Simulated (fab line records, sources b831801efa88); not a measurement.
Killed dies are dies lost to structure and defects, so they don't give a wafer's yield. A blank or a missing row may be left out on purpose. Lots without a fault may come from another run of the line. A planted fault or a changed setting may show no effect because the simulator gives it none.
Which tool did it? | flow sky130 | 10 lots, 30 wafers sampled, at 6 steps of a route of 708

WHAT THE GAUGES READ, wafer by wafer
SKY_SD_N_TW_MEAS_12.
lot  | measured     | on            | SD_N_TW
L826 | day 28 18:49 | film_metro-03 | 3972 3982 3973
L828 | day 30 05:41 | film_metro-04 | 4032 4029 4050
L833 | day 31 05:16 | film_metro-03 | 3958 3986 3977
L834 | day 31 16:29 | film_metro-04 | 4026 4036 4029
L837 | day 32 05:40 | film_metro-04 | 4024 4031 4017
L838 | day 32 17:13 | film_metro-04 | 4016 3993 4006
L839 | day 32 20:32 | film_metro-03 | 3970 3977 3981
L840 | day 33 10:04 | film_metro-03 | 3949 3965 3948
L841 | day 33 18:16 | film_metro-02 | 4387 4368 4377 4357 4378 4394
L843 | day 34 06:25 | film_metro-04 | 4347 4332 4346 4346 4327 4322

SKY_SD_N_RS_MEAS_16: measures by four-point-probe.
lot  | measured     | on            | SD_N_RS (ohm/sq)
L826 | day 28 19:10 | film_metro-03 | 68.37 68.68 68.54
L828 | day 30 05:59 | film_metro-04 | 68.59 68.35 68.42
L833 | day 31 05:36 | film_metro-02 | 68.58 68.64 68.53
L834 | day 31 16:48 | film_metro-02 | 68.75 68.71 68.67
L837 | day 32 05:58 | film_metro-02 | 68.72 68.70 68.65
L838 | day 32 17:30 | film_metro-02 | 68.52 68.33 68.34
L839 | day 32 20:50 | film_metro-02 | 68.59 68.55 68.39
L840 | day 33 10:21 | film_metro-04 | 68.61 68.52 68.71
L841 | day 33 21:20 | film_metro-03 | 57.92 57.99 57.89 58.06 57.87 57.75
L843 | day 34 08:37 | film_metro-03 | 57.97 57.85 57.93 57.74 57.98 57.86

SKY_CONTACT_BOW_MEAS_05.
lot  | measured     | on            | CONTACT_BOW (um)
L826 | day 31 05:34 | film_metro-04 | 85 84 85
L828 | day 32 17:36 | film_metro-01 | 67 76 78
L833 | day 33 14:58 | film_metro-04 | 91 97 80
L834 | day 34 01:53 | film_metro-02 | 83 74 73
L837 | day 34 15:40 | film_metro-01 | 78 86 83
L838 | day 35 03:15 | film_metro-01 | 94 82 81
L839 | day 35 06:03 | film_metro-02 | 81 79 89
L840 | day 35 19:44 | film_metro-04 | 76 83 69

WHICH TOOL RAN EACH LOT (tool, then ch and the chambers of the sampled wafers, then the start)
lot  | SKY_POLY_CUT_ETCH_10               | SKY_SD_N_IMPLANT_09             | SKY_SD_N_STRIP_11
L826 | rie_diel-02 ch 0,3, day 25 03:14   | implanter-02 ch 0, day 28 18:26 | plasma_asher-02 ch 1, day 28 18:43
L828 | rie_diel-01 ch 0,2,3, day 26 14:31 | implanter-02 ch 0, day 30 05:19 | plasma_asher-02 ch 0,1, day 30 05:35
L833 | rie_diel-03 ch 0,1,2, day 27 16:53 | implanter-02 ch 0, day 31 04:52 | plasma_asher-01 ch 0,1, day 31 05:10
L834 | rie_diel-03 ch 1,2,3, day 28 03:52 | implanter-02 ch 0, day 31 16:08 | plasma_asher-03 ch 0,1, day 31 16:23
L837 | rie_diel-01 ch 1,3, day 28 17:56   | implanter-04 ch 0, day 32 05:17 | plasma_asher-03 ch 0, day 32 05:34
L838 | rie_diel-01 ch 0,1,3, day 29 06:33 | implanter-01 ch 0, day 32 16:49 | plasma_asher-02 ch 0,1, day 32 17:07
L839 | rie_diel-03 ch 1,2, day 29 10:26   | implanter-01 ch 0, day 32 20:08 | plasma_asher-03 ch 0,1, day 32 20:26
L840 | rie_diel-01 ch 0,1,3, day 30 00:10 | implanter-01 ch 0, day 33 09:40 | plasma_asher-02 ch 0,1, day 33 09:58
L841 | rie_diel-03 ch 0,2,3, day 30 07:38 | implanter-01 ch 0, day 33 17:54 | plasma_asher-01 ch 0,1, day 33 18:11
L843 | rie_diel-02 ch 1,2, day 30 21:31   | implanter-01 ch 0, day 34 06:01 | plasma_asher-02 ch 0,1, day 34 06:19
- SKY_POLY_CUT_ETCH_10: etches BARC in N2/H2, stops on SiO2, time 45.9 s, target depth 60 nm.
- SKY_SD_N_IMPLANT_09
- SKY_SD_N_STRIP_11: strips in O2/N2.

WHAT THE TOOLS THEMSELVES READ (means of the sampled wafers that have a number; where no wafer has one, the mark that the record gives instead)
SKY_POLY_CUT_ETCH_10.
lot  | tool        | chamber_pressure_mTorr (mTorr) | drypump_motor_current_A (A) | oes_product_au (a.u.) | throttle_valve_pct (%)
L826 | rie_diel-02 | 29.992                         | 5.3                         | 0.850                 | 13.227
L828 | rie_diel-01 | 30.003                         | 5.5                         | 0.858                 | 13.223
L833 | rie_diel-03 | 29.985                         | 5.7                         | 0.857                 | 13.217
L834 | rie_diel-03 | 30.005                         | 6.0                         | 0.850                 | 13.227
L837 | rie_diel-01 | 30.011                         | 6.0                         | 0.850                 | 13.223
L838 | rie_diel-01 | 30.022                         | 5.8                         | 0.851                 | 13.227
L839 | rie_diel-03 | 29.978                         | 6.2                         | 0.854                 | 13.227
L840 | rie_diel-01 | 29.996                         | 5.8                         | 0.857                 | 13.222
L841 | rie_diel-03 | 29.970                         | 5.6                         | 0.854                 | 13.226
L843 | rie_diel-02 | 30.013                         | 6.3                         | 0.862                 | 13.232

SKY_SD_N_IMPLANT_09.
lot  | tool         | beam_energy_keV | beam_on_s (s) | faraday_current_uA
L826 | implanter-02 | 50.033          | 18.5          | 11875
L828 | implanter-02 | 49.982          | 18.5          | 11819
L833 | implanter-02 | 50.001          | 18.7          | 11690
L834 | implanter-02 | 50.006          | 18.6          | 11739
L837 | implanter-04 | 49.984          | 16.6          | 13175
L838 | implanter-01 | 50.001          | 19.6          | 11215
L839 | implanter-01 | 50.004          | 19.3          | 11335
L840 | implanter-01 | 50.000          | 19.7          | 11123
L841 | implanter-01 | 68.315          | 19.3          | 11325
L843 | implanter-01 | 68.312          | 19.8          | 11089

SKY_SD_N_STRIP_11.
lot  | tool            | chamber_pressure_mTorr (mTorr) | drypump_motor_current_A (A) | o2_flow_sccm (sccm) | oes_product_au (a.u.) | strip_time_to_endpoint_s (s)
L826 | plasma_asher-02 | 1500.9                         | 5.9                         | 3138                | 0.531                 | 22.50
L828 | plasma_asher-02 | 1499.5                         | 5.9                         | 3127                | 0.529                 | 22.48
L833 | plasma_asher-01 | 1500.3                         | 5.3                         | 3134                | 0.532                 | 22.49
L834 | plasma_asher-03 | 1501.9                         | 6.4                         | 3134                | 0.531                 | 22.52
L837 | plasma_asher-03 | 1499.5                         | 6.6                         | 3124                | 0.530                 | 22.50
L838 | plasma_asher-02 | 1500.3                         | 5.9                         | 3128                | 0.526                 | 22.49
L839 | plasma_asher-03 | 1500.8                         | 6.4                         | 3130                | 0.528                 | 22.52
L840 | plasma_asher-02 | 1499.7                         | 5.9                         | 3128                | 0.530                 | 22.44
L841 | plasma_asher-01 | 1499.9                         | 5.3                         | 3136                | 0.496                 | 25.22
L843 | plasma_asher-02 | 1500.9                         | 5.9                         | 3127                | 0.494                 | 25.23

THE ANSWER, worked out from the rows above alone
Rule: what is usual is taken from the lots themselves. Put in order of their means at a reading, lots are off if they are a third of the lots or fewer, leave a main group of 4 or more, and stand apart from it by a gap of 3 or more times the standard deviation of the main group's means; of several such gaps the widest counts. A main group whose means are all the same, to the digits that the tables above print for the reading, isn't used. A lot without any number at a reading at which 4 lots or more have one is off too. The other lots that the step has rows for count as sound. The gauges are gone through in route order, then the tools' own readings, and for those a lot's mean is taken as printed above. The first step at which some lot is off is used, and at that step the reading that is off furthest; a lot without a number counts as furthest.
Off: L841, L843, at SKY_SD_N_TW_MEAS_12 (SD_N_TW). The main group: mean 3997, standard deviation 29.
A tool fits if, at a process step before that reading, it ran every lot that is off, and no sound lot after the first of them. The gauges at SKY_SD_N_TW_MEAS_12 aren't tried: what is off there is off at SKY_SD_N_RS_MEAS_16 too, on other tools, and a gauge's error can't cause that. One fits: implanter-01 at SKY_SD_N_IMPLANT_09. Its last sound lot is L840 (day 33 09:40), its first lot that is off L841 (day 33 17:54): a fault that began between those two fits.
The tool's own readings at SKY_SD_N_IMPLANT_09 bear it out: on the lots that are off they differ by more than 5 times the standard deviation of the sound lots' means. beam_energy_keV reads 68.314 there against 50.001 on the sound lots.

WHAT THE SIMULATOR HAD PUT IN
Process parameter drift: implanter-01, from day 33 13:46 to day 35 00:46, at SKY_SD_N_IMPLANT_09. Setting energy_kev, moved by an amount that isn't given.
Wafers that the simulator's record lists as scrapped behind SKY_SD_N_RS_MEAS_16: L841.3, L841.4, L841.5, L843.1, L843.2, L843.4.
Lots struck among those shown: L841, L843. The rule above found the same.
